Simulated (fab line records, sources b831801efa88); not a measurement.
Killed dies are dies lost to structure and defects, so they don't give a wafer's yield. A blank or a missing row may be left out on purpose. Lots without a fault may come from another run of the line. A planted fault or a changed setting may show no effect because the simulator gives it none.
A struck lot beside a sound one | flow sky130 | 42 steps out of a route of 708
Sound: wafers L688.2, L688.3, L688.5. Struck: wafers L698.2, L698.4, L698.6. The cause comes at the end.
At each step with rows: each side's tool, then ch and its chambers, then its first start. Under that, the readings that differ: sound wafers | struck wafers | difference of the means | sigmas: that difference in standard deviations of wafers without a fault.
alike: readings whose means differ by less than 2 such deviations, and words and numbers that are the same on both sides. not compared: withheld readings, readings that some wafer has no value for, bounds like >300 that may hide the same value, and numbers for which the record gives no deviation and whose values overlap.
The two part at a step that has a row with sigmas, a row that says differs or no value, or rows on one side only. Numbers that don't overlap but have no deviation are shown without sigmas and don't part them. A reading that every wafer of one side lacks parts them only if that side has two wafers or more.

SKY_NWELL_OVL_MEAS_10:
  sound on overlay-01, day 5 23:08; struck on overlay-02, day 7 21:43
  alike: NWELL_00_OVL
then, 3 steps without rows for these wafers: SKY_NWELL_IMPLANT_11; SKY_NWELL_IMPLANT_12; SKY_NWELL_IMPLANT_13.
SKY_NWELL_STRIP_14: strips in O2/N2.
  sound on plasma_asher-04 ch 0,1, day 5 23:37; struck on plasma_asher-04 ch 0,1, day 7 22:11
  alike: drypump_motor_current_A, oes_product_au, strip_time_to_endpoint_s
  not compared: rf_hours_counter_h
SKY_NWELL_TW_MEAS_15:
  sound on film_metro-02, day 5 23:43; struck on film_metro-03, day 7 22:18
  alike: NWELL_TW
then, 6 steps without rows for these wafers: SKY_NWELL_DEHYDRATE_16 (time 60 s); SKY_NWELL_HMDS_17 (prime time 60 s); SKY_NWELL_COAT_18 (resist thk 3000 nm); SKY_NWELL_SOFTBAKE_19; SKY_NWELL_EXPOSE_20 (exposes mask NWM COMPLEMENT, target cd 840 nm); SKY_NWELL_PEB_21.
SKY_NWELL_DEVELOP_22: develop time 60 s.
  sound on litho_track-03 ch 0, day 6 17:00; struck on litho_track-03 ch 0, day 8 18:00
SKY_NWELL_OVL_MEAS_23:
  sound on overlay-01, day 6 17:58; struck on overlay-02, day 8 18:31
  alike: NWELL_01_OVL
then, 1 step without rows for these wafers: SKY_NWELL_IMPLANT_24.
SKY_NWELL_STRIP_25: strips in O2/N2.
  sound on plasma_asher-03 ch 0, day 6 18:09; struck on plasma_asher-02 ch 0,1, day 8 18:42
  alike: drypump_motor_current_A, oes_product_au, strip_time_to_endpoint_s
  not compared: rf_hours_counter_h
SKY_NWELL_TW_MEAS_26:
  sound on film_metro-03, day 6 18:16; struck on film_metro-02, day 8 18:49
  alike: NWELL_2_TW
then, 1 step without rows for these wafers: SKY_NWELL_CLEAN_27 (cleans in SC1/SC2, time 150 s).
SKY_NWELL_RTA_28: time 30 s.
  sound on rtp_anneal-02 ch 0, day 6 18:23; struck on rtp_anneal-01 ch 0, day 8 18:56
  alike: lamp_power_pct, wafer_temp_C_max
SKY_NWELL_RS_MEAS_29: measures by four-point-probe.
  sound on film_metro-02, day 6 18:29; struck on film_metro-02, day 8 19:02
  alike: NWELL_RS
SKY_NWELL_RS_MEAS_31: measures by four-point-probe.
  sound on film_metro-02, day 6 18:44; struck on film_metro-02, day 8 19:16
  alike: PWDE_RS
then, 7 steps without rows for these wafers: SKY_VT_ADJUST_HVTP_DEHYDRATE_00 (time 60 s); SKY_VT_ADJUST_HVTP_HMDS_01 (prime time 60 s); SKY_VT_ADJUST_HVTP_COAT_02 (resist thk 1140 nm); SKY_VT_ADJUST_HVTP_SOFTBAKE_03 (time 60 s); SKY_VT_ADJUST_HVTP_EXPOSE_04 (exposes mask HVTPM, target cd 380 nm); SKY_VT_ADJUST_HVTP_PEB_05; SKY_VT_ADJUST_HVTP_DEVELOP_06 (develop time 60 s).
SKY_VT_ADJUST_HVTP_CD_MEAS_07: target cd 380 nm.
  sound on cd_sem-02, day 7 13:44; struck on cd_sem-01, day 9 14:43
  alike: cd_nm
SKY_VT_ADJUST_HVTP_OVL_MEAS_08:
  sound on overlay-01, day 7 13:51; struck on overlay-01, day 9 14:49
  alike: VT_ADJUST_HVTP_OVL
then, 1 step without rows for these wafers: SKY_VT_ADJUST_HVTP_IMPLANT_09.
SKY_VT_ADJUST_HVTP_STRIP_10: strips in O2/N2.
  sound on plasma_asher-03 ch 0,1, day 7 14:02; struck on plasma_asher-01 ch 0,1, day 9 15:00
  alike: drypump_motor_current_A, oes_product_au, strip_time_to_endpoint_s
  not compared: rf_hours_counter_h
SKY_VT_ADJUST_HVTP_TW_MEAS_11:
  sound on film_metro-01, day 7 14:08; struck on film_metro-01, day 9 15:07
  alike: VT_ADJUST_HVTP_TW
then, 7 steps without rows for these wafers: SKY_VT_ADJUST_LVTN_DEHYDRATE_00 (time 60 s); SKY_VT_ADJUST_LVTN_HMDS_01 (prime time 60 s); SKY_VT_ADJUST_LVTN_COAT_02 (resist thk 3000 nm); SKY_VT_ADJUST_LVTN_SOFTBAKE_03; SKY_VT_ADJUST_LVTN_EXPOSE_04 (exposes mask NWM COMPLEMENT LESS NATIVE, target cd 840 nm); SKY_VT_ADJUST_LVTN_PEB_05; SKY_VT_ADJUST_LVTN_DEVELOP_06 (develop time 60 s).
SKY_VT_ADJUST_LVTN_OVL_MEAS_07:
  sound on overlay-02, day 8 10:30; struck on overlay-01, day 10 12:31
  alike: VT_ADJUST_LVTN_OVL
-- the record jumps here: 38 days lie between the struck wafers' starts before and after (it left off in module VT_ADJUST_LVTN and takes up again in module PAD_OPEN, whose first step shown is number 708 of the route) --
SKY_PAD_OPEN_PROBE_99:
  sound on prober-01, day 46 23:37; struck on prober-01, day 48 23:37
  reading                                 | sound          | struck         | difference | sigmas
  model.etest.res_iso_pwell.width_nm (nm) | 2686 2675 2668 | 2636 2627 2645 | -40        |
  alike: killed_at_M0_to_M3, killed_at_M4_up, killed_at_contacts, killed_at_front_end, killed_at_other, killed_dies, killed_open, killed_short

WHERE THEY PART
Nowhere in this record.

WHY: what the simulator had put in
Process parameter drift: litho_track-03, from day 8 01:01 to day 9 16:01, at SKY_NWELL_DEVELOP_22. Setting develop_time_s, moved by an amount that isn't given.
